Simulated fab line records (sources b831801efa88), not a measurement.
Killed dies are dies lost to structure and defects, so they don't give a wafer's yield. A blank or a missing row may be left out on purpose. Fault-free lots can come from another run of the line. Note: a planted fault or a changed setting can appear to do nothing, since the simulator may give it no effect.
Comparing a struck lot with a sound one + flow sky130 + 44 out of 708 route steps
Sound: wafers L175.3, L175.5, L175.6. Struck: wafers L189.2, L189.3, L189.6. The cause comes at the end.
Order at every step that has rows: each side's tool, ch and its chambers, its first start. Under that, the readings that differ: sound wafers + struck wafers + difference of the means + sigmas: that difference in standard deviations of wafers without a fault.
alike: a reading whose means differ by less than 2 such deviations, as well as words and numbers matching on both sides. not compared: withheld readings; readings where some wafer has no value; bounds like >300 that might hide an equal value; numbers whose values overlap and for which the record gives no deviation.
A row with sigmas, a row that says differs or no value, or rows on one side alone: a step with any of these is where the two part. Numbers that have no deviation but don't overlap get no sigmas and don't part them. A reading that every wafer of one side lacks parts them only if that side has two wafers or more.

first, 2 steps without rows for these wafers: SKY_DNWELL_DEVELOP_06 (develop time 60 s); SKY_DNWELL_IMPLANT_07.
SKY_DNWELL_STRIP_08: strips in O2/N2.
  sound on plasma-asher-01 ch 0,1, day 4 14:10; struck on plasma-asher-03 ch 0,1, day 7 18:47
  alike: drypump-motor-current-A, oes-product-au, strip-time-to-endpoint-s
  not compared: rf-hours-counter-h
SKY_DNWELL_TW_MEAS_09:
  struck on film-metro-02, day 7 18:53; sound on film-metro-01, day 4 14:16
  alike: DNWELL_TW
then, 7 steps without rows for these wafers: SKY_PWDE_DEHYDRATE_00 (time 60 s); SKY_PWDE_HMDS_01 (prime time 60 s); SKY_PWDE_COAT_02 (resist thk 3000 nm); SKY_PWDE_SOFTBAKE_03; SKY_PWDE_EXPOSE_04 (exposes mask PWDEM, target cd 840 nm); SKY_PWDE_PEB_05; SKY_PWDE_DEVELOP_06 (develop time 60 s).
SKY_PWDE_OVL_MEAS_07:
  struck on overlay-02, day 8 15:17; sound on overlay-02, day 5 07:56
| reading       | sound         | struck       | difference | sigmas |
|---------------|---------------|--------------|------------|--------|
| PWDE_OVL (nm) | -1.7 -2.1 0.8 | 2.9 -0.4 3.2 | +2.9       | +2     |
SKY_PWDE_IMPLANT_08:
  sound on implanter-01 ch 0, day 5 08:01; struck on implanter-04 ch 0, day 8 15:20
| reading                          | sound                      | struck                           | difference  | sigmas      |
|----------------------------------|----------------------------|----------------------------------|-------------|-------------|
| beam-on-s (s)                    | 9.91 10.06 10.07           | 12.40 12.56 12.43                | +2.45       | +13         |
| end-station-pressure-torr (Torr) | 5.47e-06 4.91e-06 4.77e-06 | 0.00010527 0.00011095 0.00011058 | +0.00010388 | +99 or more |
| faraday-current-uA               | 20.6 20.2 20.0             | 16.5 16.3 16.5                   | -3.8        | -10         |
SKY_PWDE_STRIP_09: strips in O2/N2.
  sound on plasma-asher-04 ch 0,1, day 5 08:08; struck on plasma-asher-02 ch 0,1, day 8 15:28
  alike: drypump-motor-current-A, oes-product-au, strip-time-to-endpoint-s
  not compared: rf-hours-counter-h
SKY_PWDE_TW_MEAS_10:
  struck on film-metro-01, day 8 15:34; sound on film-metro-03, day 5 08:14
| reading | sound       | struck      | difference | sigmas |
|---------|-------------|-------------|------------|--------|
| PWDE_TW | 372 370 373 | 399 397 398 | +26        | +8     |
then, 7 steps without rows for these wafers: SKY_NWELL_DEHYDRATE_03 (time 60 s); SKY_NWELL_HMDS_04 (prime time 60 s); SKY_NWELL_COAT_05 (resist thk 3000 nm); SKY_NWELL_SOFTBAKE_06; SKY_NWELL_EXPOSE_07 (exposes mask NWM, target cd 840 nm); SKY_NWELL_PEB_08; SKY_NWELL_DEVELOP_09 (develop time 60 s).
SKY_NWELL_OVL_MEAS_10:
  struck on overlay-01, day 9 12:55; sound on overlay-01, day 6 02:26
  alike: NWELL_00_OVL
then, 3 steps without rows for these wafers: SKY_NWELL_IMPLANT_11; SKY_NWELL_IMPLANT_12; SKY_NWELL_IMPLANT_13.
SKY_NWELL_STRIP_14: strips in O2/N2.
  sound on plasma-asher-04 ch 0,1, day 6 02:56; struck on plasma-asher-04 ch 0,1, day 9 13:24
  alike: drypump-motor-current-A, oes-product-au, strip-time-to-endpoint-s
  not compared: rf-hours-counter-h
SKY_NWELL_TW_MEAS_15:
  struck on film-metro-03, day 9 13:31; sound on film-metro-03, day 6 03:02
  alike: NWELL_TW
then, 7 steps without rows for these wafers: SKY_NWELL_DEHYDRATE_16 (time 60 s); SKY_NWELL_HMDS_17 (prime time 60 s); SKY_NWELL_COAT_18 (resist thk 3000 nm); SKY_NWELL_SOFTBAKE_19; SKY_NWELL_EXPOSE_20 (exposes mask NWM COMPLEMENT, target cd 840 nm); SKY_NWELL_PEB_21; SKY_NWELL_DEVELOP_22 (develop time 60 s).
SKY_NWELL_OVL_MEAS_23:
  struck on overlay-01, day 10 11:38; sound on overlay-01, day 6 21:26
  alike: NWELL_01_OVL
following that, these wafers have no rows for 1 step: SKY_NWELL_IMPLANT_24.
SKY_NWELL_STRIP_25: strips in O2/N2.
  sound on plasma-asher-01 ch 0,1, day 6 21:38; struck on plasma-asher-04 ch 0,1, day 10 11:49
  alike: drypump-motor-current-A, oes-product-au, strip-time-to-endpoint-s
  not compared: rf-hours-counter-h
SKY_NWELL_TW_MEAS_26:
  struck on film-metro-01, day 10 11:55; sound on film-metro-01, day 6 21:44
  alike: NWELL_2_TW
then, 1 step without rows for these wafers: SKY_NWELL_CLEAN_27 (cleans in SC1/SC2, time 150 s).
SKY_NWELL_RTA_28: time 30 s.
  sound on rtp-anneal-02 ch 0, day 6 21:53; struck on rtp-anneal-01 ch 0, day 10 12:02
  alike: lamp-power-pct, wafer_temp_C_max
SKY_NWELL_RS_MEAS_29: measures by four-point-probe.
  struck on film-metro-03, day 10 12:08; sound on film-metro-02, day 6 22:04
  alike: NWELL_RS
SKY_NWELL_RS_MEAS_31: measures by four-point-probe.
  struck on film-metro-03, day 10 12:23; sound on film-metro-02, day 6 22:18
| reading          | sound          | struck         | difference | sigmas |
|------------------|----------------|----------------|------------|--------|
| PWDE_RS (ohm/sq) | 5281 5260 5256 | 4453 4444 4455 | -815       | -51    |
-- the record jumps here: 40 days lie between the struck wafers' starts before and after (it left off in module NWELL and takes up again in module PAD_OPEN, whose first step shown is number 708 of the route) --
SKY_PAD_OPEN_PROBE_99:
  struck on prober-01, day 50 09:21; sound on prober-01, day 47 14:15
| reading                                   | sound                         | struck         | difference | sigmas |
|-------------------------------------------|-------------------------------|----------------|------------|--------|
| model.etest.res_p_drift_20v.line-ohm-um   | 1.057e+04 1.044e+04 1.157e+04 | 8984 9163 9374 | -1686      |        |
| model.etest.res_p_drift_20v.rs-ohm-sq     | 8891 8894 9528                | 7427 7487 7691 | -1569      |        |
| model.etest.res-pwde-under-gate.rs-ohm-sq | 6181 6114 6134                | 5031 5018 5035 | -1115      |        |
  alike: killed_at_M0_to_M3, killed_at_M4_up, killed-at-contacts, killed-at-front-end, killed-at-other, killed-dies, killed-open, killed-short

## WHERE THEY PART
At SKY_PWDE_OVL_MEAS_07 first; at SKY_NWELL_RS_MEAS_31 last (within this record only). Later steps at which nothing parts them and some readings are alike: SKY_PAD_OPEN_PROBE_99.

WHY: what the simulator had put in
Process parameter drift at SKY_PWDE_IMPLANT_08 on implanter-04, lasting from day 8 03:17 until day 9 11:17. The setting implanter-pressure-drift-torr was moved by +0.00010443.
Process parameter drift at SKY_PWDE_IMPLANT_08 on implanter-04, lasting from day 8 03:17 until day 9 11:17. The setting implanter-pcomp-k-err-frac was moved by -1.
